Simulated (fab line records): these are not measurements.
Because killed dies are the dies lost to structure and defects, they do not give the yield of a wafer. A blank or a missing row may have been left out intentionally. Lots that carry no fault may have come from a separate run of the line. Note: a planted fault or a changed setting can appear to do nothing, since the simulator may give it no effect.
fab line records	flow sky130
record: lots: 24	wafers: 72	last-day: 50
route steps=708 shown METAL1@435 METAL2@499 VIA3@585 CAP2M@605
lots with no fault: from the same line, run without faults
start-h: start of the lot's first displayed wafer, in hours after the record's first day	wait-h: time in hours since the lot's previous step	" identical to the entry in the row above	L1.1+2: one row covering several wafers at once	- no value, or no start was given	* or withheld: withheld	< > ~ a bound
route shown NAME@n: NAME is a module with steps in the file, n the number in the route of the first one	usual: mean/standard deviation of fault-free wafers	same: alike in all rows	chamber/n: place in a boat	sites: each site's reading	_std_site: their standard deviation	_edge_site: mean of outer sites minus mean of inner sites	radius-mm: how far each site lies from the wafer's centre	mask NAME#n: copy n	behind: the most recent tool/chamber to have shaped the wafer	hold: cause of the lot's hold/its duration in hours/its outcome	device: transistor that didn't switch, given as n, p or np	end of line: at the end of the route, the tests of the same wafers	where a step has no rows: the recipe by itself	killed: the dies lost at the first sort to structure and to defects; this is not the yield of the wafer	map: dies across one wafer; x = killed, . = not, _ = none there
set.NAME: the setting that was run; set.NAME@STEP: the one run at that earlier step	model.NAME: the simulator's own value behind a step, which no gauge read
the route's steps for a sample of lots (tables are steps, rows are wafers)
services: the hour from which a tool's chamber was out of use, counted from the record's first day as start-h (under 0 if before that day), plus the number of hours and why
== steps ==
step: SKY_METAL1_SPUTTER_01
recipe: material: TiN	target-thk-nm: 20	power-w: 6500	time-s: 16.7	chamber-pressure-pa: 0.4
usual: throttle-valve-pct: 29.8/0.81
lot.wafer	tool	chamber	start-h	wait-h	throttle-valve-pct
L074.1	pvd-sputter-04	-	744.85	0.0	29.2
L074.3	"	-	"	"	31.0
L074.5	"	-	"	"	30.9
L075.2	pvd-sputter-02	-	750.97	0.0	29.9
L075.4	"	-	"	"	29.0
L075.6	"	-	"	"	29.7
L076.1	pvd-sputter-04	-	758.90	0.0	30.6
L076.4	"	-	"	"	29.4
L076.6	"	-	"	"	31.0
L078.4	pvd-sputter-04	-	769.12	0.0	31.1
L078.5	"	-	"	"	30.3
L078.6	"	-	"	"	30.9
L077.1	pvd-sputter-04	-	771.55	0.0	29.2
L077.2	"	-	"	"	31.0
L077.5	"	-	"	"	31.2
L080.1	pvd-sputter-01	-	779.76	0.0	30.5
L080.2	"	-	"	"	29.8
L080.3	"	-	"	"	29.6
L079.1	pvd-sputter-02	-	779.89	0.0	28.7
L079.4	"	-	"	"	29.0
L079.5	"	-	"	"	30.1
L081.2	pvd-sputter-04	-	792.80	0.0	31.1
L081.4	"	-	"	"	30.6
L081.6	"	-	"	"	30.8
L082.2	pvd-sputter-01	-	795.95	0.0	29.5
L082.3	"	-	"	"	28.5
L082.4	"	-	"	"	30.8
L083.1	pvd-sputter-04	-	805.95	0.0	30.8
L083.2	"	-	"	"	30.9
L083.5	"	-	"	"	29.1
L084.2	pvd-sputter-04	-	823.19	0.0	30.8
L084.5	"	-	"	"	31.2
L084.6	"	-	"	"	29.3
L085.2	pvd-sputter-02	-	825.96	0.0	29.4
L085.3	"	-	"	"	29.7
L085.4	"	-	"	"	29.1
L086.1	pvd-sputter-01	-	834.92	0.0	30.3
L086.2	"	-	"	"	28.6
L086.5	"	-	"	"	29.8
L087.1	pvd-sputter-02	-	846.53	0.0	29.0
L087.3	"	-	"	"	28.6
L087.5	"	-	"	"	29.7
L088.2	pvd-sputter-02	-	850.08	0.0	29.7
L088.4	"	-	"	"	28.8
L088.5	"	-	"	"	29.8
L089.1	pvd-sputter-04	-	852.81	0.0	30.7
L089.2	"	-	"	"	30.8
L089.4	"	-	"	"	31.0
L090.1	pvd-sputter-04	-	865.19	0.0	30.9
L090.3	"	-	"	"	30.7
L090.6	"	-	"	"	31.0
L091.2	pvd-sputter-02	-	868.14	0.0	28.9
L091.3	"	-	"	"	29.4
L091.6	"	-	"	"	28.8
L093.1	pvd-sputter-02	-	883.83	0.0	29.1
L093.3	"	-	"	"	29.9
L093.4	"	-	"	"	29.5
L092.1	pvd-sputter-04	-	886.14	0.0	30.7
L092.4	"	-	"	"	30.8
L092.5	"	-	"	"	30.9
L094.2	pvd-sputter-02	-	886.52	0.0	29.4
L094.3	"	-	"	"	29.6
L094.6	"	-	"	"	29.9
L095.1	pvd-sputter-02	-	889.39	0.0	29.1
L095.3	"	-	"	"	29.7
L095.5	"	-	"	"	29.5
L096.2	pvd-sputter-01	-	900.47	0.0	30.0
L096.3	"	-	"	"	29.9
L096.5	"	-	"	"	30.2
L097.1	pvd-sputter-02	-	908.96	0.0	29.9
L097.2	"	-	"	"	29.4
L097.3	"	-	"	"	28.8
step: SKY_METAL2_OVL_MEAS_16
usual: METAL2_OVL: -2/5
lot.wafer	tool	chamber	start-h	wait-h	METAL2_OVL[nm]
L074.1	overlay-02	-	825.33	0.1	3
L074.3	"	-	"	"	-1
L074.5	"	-	"	"	3
L075.2	overlay-02	-	834.69	0.1	0
L075.4	"	-	"	"	-5
L075.6	"	-	"	"	-1
L076.1	overlay-01	-	841.22	0.1	-11
L076.4	"	-	"	"	-4
L076.6	"	-	"	"	-1
L078.4	overlay-01	-	851.49	0.1	-5
L078.5	"	-	"	"	-5
L078.6	"	-	"	"	-7
L077.1	overlay-02	-	853.37	0.1	-7
L077.2	"	-	"	"	-8
L077.5	"	-	"	"	-11
L080.1	overlay-01	-	861.03	0.1	-1
L080.2	"	-	"	"	1
L080.3	"	-	"	"	4
L079.1	overlay-02	-	861.77	0.1	4
L079.4	"	-	"	"	-2
L079.5	"	-	"	"	4
L081.2	overlay-01	-	874.38	0.1	-2
L081.4	"	-	"	"	0
L081.6	"	-	"	"	1
L082.2	overlay-02	-	878.03	0.1	1
L082.3	"	-	"	"	6
L082.4	"	-	"	"	7
L083.1	overlay-02	-	887.83	0.1	-5
L083.2	"	-	"	"	-1
L083.5	"	-	"	"	-8
L084.2	overlay-02	-	902.08	0.1	-2
L084.5	"	-	"	"	-1
L084.6	"	-	"	"	0
L085.2	overlay-01	-	907.18	0.1	10
L085.3	"	-	"	"	3
L085.4	"	-	"	"	6
L086.1	overlay-01	-	914.38	0.1	7
L086.2	"	-	"	"	6
L086.5	"	-	"	"	-6
L087.1	overlay-01	-	925.12	0.1	-1
L087.3	"	-	"	"	1
L087.5	"	-	"	"	2
L088.2	overlay-01	-	927.48	0.1	-1
L088.4	"	-	"	"	0
L088.5	"	-	"	"	0
L089.1	overlay-01	-	933.79	0.1	7
L089.2	"	-	"	"	2
L089.4	"	-	"	"	2
L090.1	overlay-02	-	942.88	0.1	-7
L090.3	"	-	"	"	-1
L090.6	"	-	"	"	-8
L091.2	overlay-01	-	948.08	0.1	-4
L091.3	"	-	"	"	-6
L091.6	"	-	"	"	-7
L093.1	overlay-01	-	963.73	0.1	-2
L093.3	"	-	"	"	1
L093.4	"	-	"	"	-4
L092.1	overlay-01	-	964.63	0.1	2
L092.4	"	-	"	"	3
L092.5	"	-	"	"	2
L094.2	overlay-01	-	966.08	0.1	-9
L094.3	"	-	"	"	-7
L094.6	"	-	"	"	-5
L095.1	overlay-02	-	966.42	0.1	0
L095.3	"	-	"	"	5
L095.5	"	-	"	"	2
L096.2	overlay-01	-	976.83	0.1	-5
L096.3	"	-	"	"	-1
L096.5	"	-	"	"	-9
L097.1	overlay-02	-	985.48	0.1	3
L097.2	"	-	"	"	3
L097.3	"	-	"	"	4
step: SKY_VIA3_CD_MEAS_12
recipe: target-cd-nm: 200
usual: cd-nm: 200.5/1.2
lot.wafer	tool	chamber	start-h	wait-h	cd-nm
L074.1	cd-sem-02	-	932.36	-	201.5
L074.3	"	-	"	"	201.6
L074.5	"	-	"	"	201.3
L075.2	cd-sem-01	-	939.83	-	198.4
L075.4	"	-	"	"	199.3
L075.6	"	-	"	"	197.8
L076.1	cd-sem-01	-	946.16	-	201.9
L076.4	"	-	"	"	201.3
L076.6	"	-	"	"	200.9
L078.4	cd-sem-01	-	957.77	-	201.1
L078.5	"	-	"	"	200.8
L078.6	"	-	"	"	201.7
L077.1	cd-sem-01	-	959.40	-	202.2
L077.2	"	-	"	"	200.8
L077.5	"	-	"	"	201.6
L080.1	cd-sem-01	-	967.25	-	202.2
L080.2	"	-	"	"	201.3
L080.3	"	-	"	"	201.5
L079.1	cd-sem-02	-	968.01	-	197.8
L079.4	"	-	"	"	198.3
L079.5	"	-	"	"	198.4
L081.2	cd-sem-01	-	977.49	-	202.6
L081.4	"	-	"	"	199.8
L081.6	"	-	"	"	201.3
L082.2	cd-sem-01	-	983.27	-	198.6
L082.3	"	-	"	"	201.0
L082.4	"	-	"	"	200.8
L083.1	cd-sem-01	-	990.85	-	199.8
L083.2	"	-	"	"	198.1
L083.5	"	-	"	"	199.8
L084.2	cd-sem-01	-	1001.78	-	198.3
L084.5	"	-	"	"	198.7
L084.6	"	-	"	"	200.3
L085.2	cd-sem-02	-	1009.03	-	201.3
L085.3	"	-	"	"	200.2
L085.4	"	-	"	"	200.3
L086.1	cd-sem-01	-	1015.16	-	201.0
L086.2	"	-	"	"	200.8
L086.5	"	-	"	"	201.3
L087.1	cd-sem-02	-	1024.35	-	202.1
L087.3	"	-	"	"	202.0
L087.5	"	-	"	"	201.2
L088.2	cd-sem-01	-	1026.32	-	199.6
L088.4	"	-	"	"	199.4
L088.5	"	-	"	"	199.8
L089.1	cd-sem-01	-	1032.81	-	203.4
L089.2	"	-	"	"	202.4
L089.4	"	-	"	"	202.1
L090.1	cd-sem-01	-	1042.76	-	201.6
L090.3	"	-	"	"	200.6
L090.6	"	-	"	"	200.1
L091.2	cd-sem-02	-	1047.63	-	198.2
L091.3	"	-	"	"	199.4
L091.6	"	-	"	"	199.2
L093.1	cd-sem-01	-	1060.16	-	201.3
L093.3	"	-	"	"	200.3
L093.4	"	-	"	"	201.8
L092.1	cd-sem-02	-	1062.33	-	199.7
L092.4	"	-	"	"	199.8
L092.5	"	-	"	"	199.7
L094.2	cd-sem-01	-	1064.18	-	200.3
L094.3	"	-	"	"	199.3
L094.6	"	-	"	"	199.7
L095.1	cd-sem-02	-	1064.46	-	200.4
L095.3	"	-	"	"	200.4
L095.5	"	-	"	"	200.0
L096.2	cd-sem-02	-	1072.78	-	200.4
L096.3	"	-	"	"	201.7
L096.5	"	-	"	"	201.1
L097.1	cd-sem-01	-	1080.26	-	202.0
L097.2	"	-	"	"	200.4
L097.3	"	-	"	"	203.4
step: SKY_VIA3_RS_MEAS_22
recipe: thk-meas-gauge: four-point-probe	reads: W_of_VIA3_CVD_21+TiN_of_VIA3_SPUTTER_20
usual: VIA3_W_RS: 0.295/0.0047
lot.wafer	tool	chamber	start-h	wait-h	VIA3_W_RS[ohm/sq]
L074.1	film-metro-04	-	933.39	0.1	0.295
L074.3	"	-	"	"	0.303
L074.5	"	-	"	"	0.289
L075.2	film-metro-01	-	940.86	0.1	0.300
L075.4	"	-	"	"	0.290
L075.6	"	-	"	"	0.288
L076.1	film-metro-03	-	947.19	0.1	0.295
L076.4	"	-	"	"	0.295
L076.6	"	-	"	"	0.286
L078.4	film-metro-03	-	958.80	0.1	0.288
L078.5	"	-	"	"	0.286
L078.6	"	-	"	"	0.293
L077.1	film-metro-01	-	960.44	0.1	0.297
L077.2	"	-	"	"	0.287
L077.5	"	-	"	"	0.297
L080.1	film-metro-03	-	968.32	0.1	0.292
L080.2	"	-	"	"	0.293
L080.3	"	-	"	"	0.296
L079.1	film-metro-04	-	969.08	0.1	0.299
L079.4	"	-	"	"	0.295
L079.5	"	-	"	"	0.298
L081.2	film-metro-01	-	978.56	0.1	0.294
L081.4	"	-	"	"	0.292
L081.6	"	-	"	"	0.298
L082.2	film-metro-04	-	984.31	0.1	0.294
L082.3	"	-	"	"	0.293
L082.4	"	-	"	"	0.297
L083.1	film-metro-03	-	991.91	0.1	0.293
L083.2	"	-	"	"	0.299
L083.5	"	-	"	"	0.298
L084.2	film-metro-01	-	1002.83	0.1	0.295
L084.5	"	-	"	"	0.298
L084.6	"	-	"	"	0.295
L085.2	film-metro-04	-	1010.07	0.1	0.289
L085.3	"	-	"	"	0.296
L085.4	"	-	"	"	0.288
L086.1	film-metro-01	-	1016.19	0.1	0.288
L086.2	"	-	"	"	0.294
L086.5	"	-	"	"	0.288
L087.1	film-metro-01	-	1025.42	0.1	0.295
L087.3	"	-	"	"	0.289
L087.5	"	-	"	"	0.289
L088.2	film-metro-03	-	1027.36	0.1	0.292
L088.4	"	-	"	"	0.296
L088.5	"	-	"	"	0.300
L089.1	film-metro-01	-	1033.84	0.1	0.293
L089.2	"	-	"	"	0.299
L089.4	"	-	"	"	0.297
L090.1	film-metro-01	-	1043.84	0.1	0.302
L090.3	"	-	"	"	0.302
L090.6	"	-	"	"	0.298
L091.2	film-metro-03	-	1048.67	0.1	0.299
L091.3	"	-	"	"	0.295
L091.6	"	-	"	"	0.292
L093.1	film-metro-03	-	1061.20	0.1	0.296
L093.3	"	-	"	"	0.301
L093.4	"	-	"	"	0.294
L092.1	film-metro-03	-	1063.42	0.1	0.293
L092.4	"	-	"	"	0.284
L092.5	"	-	"	"	0.287
L094.2	film-metro-03	-	1065.29	0.1	0.294
L094.3	"	-	"	"	0.295
L094.6	"	-	"	"	0.298
L095.1	film-metro-03	-	1065.51	0.1	0.293
L095.3	"	-	"	"	0.291
L095.5	"	-	"	"	0.295
L096.2	film-metro-01	-	1073.82	0.1	0.288
L096.3	"	-	"	"	0.284
L096.5	"	-	"	"	0.296
L097.1	film-metro-01	-	1081.30	0.1	0.302
L097.2	"	-	"	"	0.299
L097.3	"	-	"	"	0.299
step: SKY_VIA3_THK_MEAS_23
recipe: thk-meas-gauge: xrf	reads: W_of_VIA3_CVD_21
usual: VIA3_W_THK: 388/7.5
lot.wafer	tool	chamber	start-h	wait-h	VIA3_W_THK[nm]
L074.1	film-metro-04	-	933.51	0.1	394
L074.3	"	-	"	"	382
L074.5	"	-	"	"	399
L075.2	film-metro-01	-	940.97	0.1	384
L075.4	"	-	"	"	396
L075.6	"	-	"	"	399
L076.1	film-metro-03	-	947.31	0.1	383
L076.4	"	-	"	"	384
L076.6	"	-	"	"	399
L078.4	film-metro-03	-	958.89	0.1	397
L078.5	"	-	"	"	395
L078.6	"	-	"	"	388
L077.1	film-metro-01	-	960.56	0.1	384
L077.2	"	-	"	"	399
L077.5	"	-	"	"	388
L080.1	film-metro-03	-	968.44	0.1	391
L080.2	"	-	"	"	387
L080.3	"	-	"	"	384
L079.1	film-metro-04	-	969.20	0.1	387
L079.4	"	-	"	"	391
L079.5	"	-	"	"	386
L081.2	film-metro-01	-	978.67	0.1	391
L081.4	"	-	"	"	395
L081.6	"	-	"	"	383
L082.2	film-metro-04	-	984.42	0.1	397
L082.3	"	-	"	"	397
L082.4	"	-	"	"	392
L083.1	film-metro-03	-	992.03	0.1	384
L083.2	"	-	"	"	380
L083.5	"	-	"	"	382
L084.2	film-metro-01	-	1002.94	0.1	388
L084.5	"	-	"	"	384
L084.6	"	-	"	"	391
L085.2	film-metro-04	-	1010.18	0.1	405
L085.3	"	-	"	"	391
L085.4	"	-	"	"	401
L086.1	film-metro-01	-	1016.31	0.1	402
L086.2	"	-	"	"	392
L086.5	"	-	"	"	401
L087.1	film-metro-01	-	1025.54	0.1	393
L087.3	"	-	"	"	398
L087.5	"	-	"	"	400
L088.2	film-metro-03	-	1027.47	0.1	381
L088.4	"	-	"	"	381
L088.5	"	-	"	"	375
L089.1	film-metro-01	-	1033.96	0.1	394
L089.2	"	-	"	"	388
L089.4	"	-	"	"	391
L090.1	film-metro-01	-	1043.96	0.1	385
L090.3	"	-	"	"	382
L090.6	"	-	"	"	391
L091.2	film-metro-03	-	1048.78	0.1	378
L091.3	"	-	"	"	386
L091.6	"	-	"	"	389
L093.1	film-metro-03	-	1061.32	0.1	378
L093.3	"	-	"	"	377
L093.4	"	-	"	"	383
L092.1	film-metro-03	-	1063.54	0.1	385
L092.4	"	-	"	"	397
L092.5	"	-	"	"	394
L094.2	film-metro-03	-	1065.40	0.1	383
L094.3	"	-	"	"	382
L094.6	"	-	"	"	378
L095.1	film-metro-03	-	1065.63	0.1	385
L095.3	"	-	"	"	388
L095.5	"	-	"	"	382
L096.2	film-metro-01	-	1073.93	0.1	400
L096.3	"	-	"	"	401
L096.5	"	-	"	"	388
L097.1	film-metro-01	-	1081.42	0.1	379
L097.2	"	-	"	"	383
L097.3	"	-	"	"	380
step: SKY_CAP2M_SPUTTER_02
recipe: material: TiN	target-thk-nm: 200	temp-c: 300	power-w: 6500	time-s: 166.7	chamber-pressure-pa: 0.4
usual: throttle-valve-pct: 29.8/0.76
lot.wafer	tool	chamber	start-h	wait-h	throttle-valve-pct
L074.1	pvd-sputter-04	-	934.11	0.1	29.4
L074.3	"	-	"	"	30.9
L074.5	"	-	"	"	30.8
L075.2	pvd-sputter-01	-	941.56	0.0	29.8
L075.4	"	-	"	"	30.5
L075.6	"	-	"	"	29.8
L076.1	pvd-sputter-02	-	947.90	0.1	28.8
L076.4	"	-	"	"	29.1
L076.6	"	-	"	"	29.2
L078.4	pvd-sputter-02	-	959.51	0.1	28.8
L078.5	"	-	"	"	29.7
L078.6	"	-	"	"	29.1
L077.1	pvd-sputter-04	-	961.15	0.1	30.5
L077.2	"	-	"	"	30.5
L077.5	"	-	"	"	30.8
L080.1	pvd-sputter-02	-	969.03	0.1	29.0
L080.2	"	-	"	"	29.0
L080.3	"	-	"	"	29.6
L079.1	pvd-sputter-01	-	969.79	0.1	30.7
L079.4	"	-	"	"	28.4
L079.5	"	-	"	"	29.8
L081.2	pvd-sputter-01	-	979.26	0.0	29.7
L081.4	"	-	"	"	30.8
L081.6	"	-	"	"	30.3
L082.2	pvd-sputter-04	-	985.02	0.0	29.3
L082.3	"	-	"	"	30.7
L082.4	"	-	"	"	30.8
L083.1	pvd-sputter-01	-	992.62	0.1	28.6
L083.2	"	-	"	"	30.6
L083.5	"	-	"	"	30.7
L084.2	pvd-sputter-01	-	1003.64	0.0	29.8
L084.5	"	-	"	"	29.7
L084.6	"	-	"	"	30.0
L085.2	pvd-sputter-04	-	1010.78	0.0	30.9
L085.3	"	-	"	"	29.3
L085.4	"	-	"	"	30.5
L086.1	pvd-sputter-04	-	1016.91	0.1	30.8
L086.2	"	-	"	"	29.4
L086.5	"	-	"	"	28.8
L087.1	pvd-sputter-04	-	1026.15	0.1	30.8
L087.3	"	-	"	"	30.6
L087.5	"	-	"	"	30.5
L088.2	pvd-sputter-01	-	1028.05	0.0	28.7
L088.4	"	-	"	"	30.0
L088.5	"	-	"	"	28.8
L089.1	pvd-sputter-02	-	1034.56	0.1	29.1
L089.2	"	-	"	"	29.2
L089.4	"	-	"	"	29.7
L090.1	pvd-sputter-04	-	1044.56	0.1	30.9
L090.3	"	-	"	"	30.9
L090.6	"	-	"	"	29.4
L091.2	pvd-sputter-02	-	1049.37	0.0	29.0
L091.3	"	-	"	"	28.9
L091.6	"	-	"	"	29.2
L093.1	pvd-sputter-01	-	1061.91	0.1	30.5
L093.3	"	-	"	"	29.8
L093.4	"	-	"	"	29.6
L092.1	pvd-sputter-02	-	1064.14	0.1	29.3
L092.4	"	-	"	"	29.2
L092.5	"	-	"	"	28.7
L094.2	pvd-sputter-02	-	1065.99	0.0	29.1
L094.3	"	-	"	"	29.0
L094.6	"	-	"	"	29.3
L095.1	pvd-sputter-04	-	1066.29	0.1	31.1
L095.3	"	-	"	"	29.1
L095.5	"	-	"	"	30.7
L096.2	pvd-sputter-01	-	1074.51	0.0	29.8
L096.3	"	-	"	"	29.8
L096.5	"	-	"	"	29.7
L097.1	pvd-sputter-02	-	1082.01	0.1	29.6
L097.2	"	-	"	"	29.0
L097.3	"	-	"	"	29.3
== services ==
tool	chamber	start-h	hours	kind
pvd-sputter-02	-	763.99	2.8	repair
pvd-sputter-04	2	830.43	-	consumable-replace:kit
pvd-sputter-04	2	830.43	18.0	scheduled-down
pvd-sputter-04	2	830.43	18.0	vent-cycle
pvd-sputter-01	3	831.87	-	consumable-replace:kit
pvd-sputter-01	3	831.87	18.0	scheduled-down
pvd-sputter-01	3	831.87	18.0	vent-cycle
pvd-sputter-01	-	878.05	16.1	repair
pvd-sputter-02	1	941.48	-	consumable-replace:kit
pvd-sputter-02	1	941.48	18.0	scheduled-down
pvd-sputter-02	1	941.48	18.0	vent-cycle
pvd-sputter-01	2	993.62	-	consumable-replace:kit
pvd-sputter-01	2	993.62	18.0	scheduled-down
pvd-sputter-01	2	993.62	18.0	vent-cycle
pvd-sputter-04	1	1045.41	-	consumable-replace:kit
pvd-sputter-04	1	1045.41	18.0	scheduled-down
pvd-sputter-04	1	1045.41	18.0	vent-cycle
pvd-sputter-02	-	1050.95	0.7	repair
pvd-sputter-04	-	1053.14	3.7	repair
== key ==
fault none
